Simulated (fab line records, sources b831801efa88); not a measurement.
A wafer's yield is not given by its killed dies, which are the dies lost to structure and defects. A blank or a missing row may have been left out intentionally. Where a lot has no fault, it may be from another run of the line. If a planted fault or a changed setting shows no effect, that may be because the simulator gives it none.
Comparing a struck lot with a sound one | flow sky130 | 43 steps out of a route of 708
Sound: these wafers, L999.1, L999.3, L999.6. Wafers L111.2, L111.3, L111.4 were the ones struck. At the end, the cause is stated.
Each step with rows lists, per side, the tool, then ch with its chambers, then its first start. Under that, the readings that differ: sound wafers | struck wafers | difference of the means | sigmas: that difference in standard deviations of wafers without a fault.
alike: a reading whose means differ by less than 2 such deviations, as well as words and numbers matching on both sides. not compared: withheld readings; readings where some wafer has no value; bounds like >300 that might hide an equal value; numbers whose values overlap and for which the record gives no deviation.
Wherever a step has rows on one side only, a row that says differs or no value, or a row with sigmas, the two part there. Numbers that don't overlap but have no deviation are shown without sigmas and don't part them. A reading that every wafer of one side lacks parts them only if that side has two wafers or more.

first, 2 steps without rows for these wafers: SKY_GATE_OXIDE_CLEAN_00 (cleans in SC1/SC2, time 150 s); SKY_GATE_OXIDE_OXIDATION_01 (stabilise 600 s, purge 300 s, target thk 10.268 nm).
SKY_GATE_OXIDE_THK_MEAS_02:
  sound: film metro-04 at day 12 21:05; struck: film metro-01 at day 17 10:10
  alike: GATE_OXIDE_OXIDATION_00_THK
then, 7 steps without rows for these wafers: SKY_GATE_OXIDE_DEHYDRATE_03 (time 60 s); SKY_GATE_OXIDE_HMDS_04 (prime time 60 s); SKY_GATE_OXIDE_COAT_05 (resist thk 1140 nm); SKY_GATE_OXIDE_SOFTBAKE_06 (time 60 s); SKY_GATE_OXIDE_EXPOSE_07 (exposes mask LVOM, target cd 600 nm); SKY_GATE_OXIDE_PEB_08; SKY_GATE_OXIDE_DEVELOP_09 (develop time 60 s).
SKY_GATE_OXIDE_OVL_MEAS_10:
  sound: overlay-02 at day 13 22:32; struck: overlay-02 at day 18 15:45
  alike: GATE_OXIDE_OVL
next, for these wafers, 1 step has no rows: SKY_GATE_OXIDE_IMPLANT_11.
SKY_GATE_OXIDE_WET_ETCH_12: etches SiO2 in dHF, target depth 16.8 nm, time 336 s.
  sound on wet bench-02 ch 0, day 13 22:44; struck on wet bench-01 ch 1, day 18 15:56
SKY_GATE_OXIDE_STRIP_13: strips in O2/N2.
  sound on plasma asher-01 ch 1, day 13 22:50; struck on plasma asher-04 ch 0,1, day 18 16:08
  alike: drypump motor current A, oes product au, strip time to endpoint s
  not compared: rf hours counter h
SKY_GATE_OXIDE_TW_MEAS_14:
  sound: film metro-04 at day 13 22:56; struck: film metro-02 at day 18 16:14
  alike: GATE_OXIDE_TW
then, 3 steps without rows for these wafers: SKY_GATE_OXIDE_CLEAN_15 (cleans in SC1/SC2, time 150 s); SKY_GATE_OXIDE_OXIDATION_16 (stabilise 600 s, purge 300 s, target thk 3.57 nm); SKY_POLY_GATE_CVD_00 (deposits poly-Si, target thk 180 nm, time 720 s).
SKY_POLY_GATE_THK_MEAS_01:
  sound: film metro-04 at day 14 03:37; struck: film metro-04 at day 18 20:40
  alike: POLY_GATE_CVD_00_THK
then, 8 steps without rows for these wafers: SKY_RES_PROTECT_DEHYDRATE_00 (time 60 s); SKY_RES_PROTECT_HMDS_01 (prime time 60 s); SKY_RES_PROTECT_COAT_02 (resist thk 1140 nm); SKY_RES_PROTECT_SOFTBAKE_03 (time 60 s); SKY_RES_PROTECT_EXPOSE_04 (exposes mask RPM, target cd 1270 nm); SKY_RES_PROTECT_PEB_05; SKY_RES_PROTECT_DEVELOP_06 (develop time 60 s); SKY_POLY_GATE_IMPLANT_02.
SKY_RES_PROTECT_STRIP_07: strips in O2/N2.
  sound on plasma asher-03 ch 0,1, day 15 05:31; struck on plasma asher-02 ch 0,1, day 20 03:09
  alike: drypump motor current A, oes product au, strip time to endpoint s
  not compared: rf hours counter h
SKY_RES_PROTECT_TW_MEAS_08:
  sound: film metro-01 at day 15 05:37; struck: film metro-03 at day 20 03:16
  reading      | sound          | struck         | difference | sigmas
  POLY_GATE_TW | 4041 4025 4021 | 4088 4106 4091 | +66        | +3
then, 2 steps without rows for these wafers: SKY_RES_PROTECT_CLEAN_09 (cleans in SC1/SC2, time 150 s); SKY_POLY_GATE_CVD_03 (deposits Si3N4 from DCS/NH3, target thk 75 nm, time 1290 s).
SKY_POLY_GATE_THK_MEAS_04:
  sound: film metro-03 at day 15 07:04; struck: film metro-04 at day 20 05:47
  reading                   | sound          | struck         | difference | sigmas
  POLY_GATE_CVD_03_THK (nm) | 74.7 74.5 75.3 | 76.5 76.1 76.0 | +1.4       | +2
then, 8 steps without rows for these wafers: SKY_POLY_GATE_DEHYDRATE_05 (time 60 s); SKY_POLY_GATE_HMDS_06 (prime time 60 s); SKY_POLY_GATE_COAT_07 (resist thk 110 nm); SKY_POLY_GATE_COAT_08 (resist thk 450 nm); SKY_POLY_GATE_SOFTBAKE_09 (time 90 s); SKY_POLY_GATE_EXPOSE_10 (exposes mask P1M, target cd 150 nm); SKY_POLY_GATE_PEB_11; SKY_POLY_GATE_DEVELOP_12 (develop time 60 s).
SKY_POLY_GATE_CD_MEAS_13: the cd target is 150 nm.
  sound: cd sem-01 at day 16 11:01; struck: cd sem-02 at day 21 12:09
  alike: cd nm
SKY_POLY_GATE_OVL_MEAS_14:
  sound: overlay-01 at day 16 11:08; struck: overlay-02 at day 21 12:16
  alike: POLY_GATE_OVL
-- record jumps: 28 days separate the struck wafers' starts on either side; left off in module POLY_GATE, taken up again in module PAD_OPEN, whose first shown step is the route's number 708 --
SKY_PAD_OPEN_PROBE_99:
  the record has rows for the struck wafers here (prober-01, day 49 00:56) and none for the sound ones

## WHERE THEY PART
Earliest at SKY_RES_PROTECT_TW_MEAS_08; latest, in this record, at SKY_PAD_OPEN_PROBE_99.

WHY: whatever the simulator had introduced
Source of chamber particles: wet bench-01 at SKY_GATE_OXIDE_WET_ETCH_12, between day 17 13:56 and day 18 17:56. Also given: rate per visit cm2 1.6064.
